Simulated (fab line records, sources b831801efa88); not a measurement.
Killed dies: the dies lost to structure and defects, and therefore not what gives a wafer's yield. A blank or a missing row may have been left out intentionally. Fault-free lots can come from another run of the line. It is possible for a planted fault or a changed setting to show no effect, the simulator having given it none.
What tool caused it?    flow gf180mcu    at 1 step of a route of 602, 7 lots with 21 wafers sampled

## WHAT THE GAUGES SHOWED, per wafer
GF_V5_THK_MEAS_03.
lot   measured      on             V5_CVD_02_THK (nm)
L457  day 26 15:17  film_metro-04  1471 1433 1489
L459  day 27 08:28  film_metro-04  1435 1407 1467
L461  day 28 06:59  film_metro-04  1474 1495 1445
L464  day 28 21:28  film_metro-03  1478 1443 1459
L470  day 30 16:56  film_metro-04  1422 1448 1436
L473  day 31 10:49  film_metro-02  1440 1460 1458
L477  day 32 10:55  film_metro-02  1433 1457 1460

## EACH LOT AND THE TOOL THAT RAN IT (in order: tool; ch and the chambers of the sampled wafers; start)
Before these readings, the record contains no process step.

## THE ANSWER, worked out from the rows above alone
Rule: what is usual is taken from the lots themselves. Put in order of their means at a reading, lots are off if they are a third of the lots or fewer, leave a main group of 4 or more, and stand apart from it by a gap of 3 or more times the standard deviation of the main group's means; of several such gaps the widest counts. A main group is skipped when, at the precision printed for the reading in the tables above, its means are all equal. Also off: a lot with no number at a reading for which 4 or more lots have one. Where the step has rows for the other lots, those lots are counted as sound.
Nothing can be told from this: no lot is off at any reading shown.

## WHAT THE SIMULATOR PUT IN
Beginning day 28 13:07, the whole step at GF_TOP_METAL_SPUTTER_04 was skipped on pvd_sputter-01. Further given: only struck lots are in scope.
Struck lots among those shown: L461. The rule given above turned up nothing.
